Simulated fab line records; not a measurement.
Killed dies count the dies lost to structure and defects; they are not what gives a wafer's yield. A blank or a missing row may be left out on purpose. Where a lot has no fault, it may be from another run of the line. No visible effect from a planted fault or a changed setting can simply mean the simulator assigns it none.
Which tool was responsible?	flow gf180mcu	6 lots with 18 wafers sampled at 5 steps, on a route of 602 steps

WHAT EACH GAUGE READ, for each wafer
GF_M3_THK_MEAS_06: measures by xrf.
lot	measured	on	M3_ALCU_THK (nm)
L301	day 22 20:27	film metro-04	441 444 443
L300	day 22 22:56	film metro-04	441 439 441
L307	day 25 13:48	film metro-02	408 409 415
L311	day 26 15:35	film metro-04	440 443 443
L314	day 27 11:45	film metro-01	456 457 445
L316	day 27 21:09	film metro-02	451 444 441

TOOL THAT RAN EACH LOT (tool first, then ch and the chambers of the sampled wafers, then the start)
lot	GF_V2_CMP_04	GF_V2_ETCH_16	GF_V2_CMP_26	GF_M3_SPUTTER_04
L301	cmp-02 ch 1,2,3, day 21 19:07	rie diel-01 ch 2,3, day 22 18:45	cmp-01 ch 2,3, day 22 19:49	pvd sputter-03, day 22 20:17
L300	cmp-02 ch 1,2,3, day 21 21:25	rie diel-04 ch 0,1,3, day 22 21:14	cmp-01 ch 2,3, day 22 22:20	pvd sputter-02, day 22 22:46
L307	cmp-01 ch 0,1,2, day 24 09:39	rie diel-01 ch 0,2, day 25 11:17	cmp-02 ch 0,1, day 25 13:12	pvd sputter-03, day 25 13:38
L311	cmp-01 ch 1,2,3, day 25 16:25	rie diel-04 ch 1,2,3, day 26 13:54	cmp-01 ch 0,1,2, day 26 14:57	pvd sputter-02, day 26 15:26
L314	cmp-01 ch 0,1, day 26 11:42	rie diel-02 ch 1,2, day 27 09:09	cmp-02 ch 1,2, day 27 11:08	pvd sputter-02, day 27 11:34
L316	cmp-01 ch 0,2,3, day 26 23:35	rie diel-01 ch 0,2,3, day 27 19:27	cmp-02 ch 0,1,3, day 27 20:31	pvd sputter-01, day 27 20:59
- GF_V2_CMP_04: polishes SiO2.
- GF_V2_ETCH_16: etches BARC in N2/H2.
- GF_V2_CMP_26: polishes, stops on SiO2, t overpolish 15 s, target thk 0 nm.
- GF_M3_SPUTTER_04: material TiN, target thk 50 nm, time 41.7 s.

THE ANSWER, worked out from the rows above alone
Rule: what is usual is taken from the lots themselves. Put in order of their means at a reading, lots are off if they are a third of the lots or fewer, leave a main group of 4 or more, and stand apart from it by a gap of 3 or more times the standard deviation of the main group's means; of several such gaps the widest counts. Not used: any main group whose means are identical at the precision the tables above print for the reading. A lot without any number at a reading at which 4 lots or more have one is off too. All remaining lots with rows at the step are treated as sound.
Off: at GF_M3_THK_MEAS_06 (M3_ALCU_THK), L307. For the main group the mean is 445 nm and the standard deviation 4.3.
If a tool, at a process step before that reading, ran all the lots that are off and no sound lot after the first of them, it fits. The gauges at GF_M3_THK_MEAS_06 are tried like those tools. One fits: pvd sputter-03 at GF_M3_SPUTTER_04. A fault onset in the window from L301 (day 22 20:17, its last sound lot) to L307 (day 25 13:38, its first lot off) fits.

WHAT THE SIMULATOR PUT IN
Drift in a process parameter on pvd sputter-03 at GF_M3_SPUTTER_04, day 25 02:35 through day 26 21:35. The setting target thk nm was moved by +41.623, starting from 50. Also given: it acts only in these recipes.
Struck lots among those shown: L307. The rule given above showed the same thing.
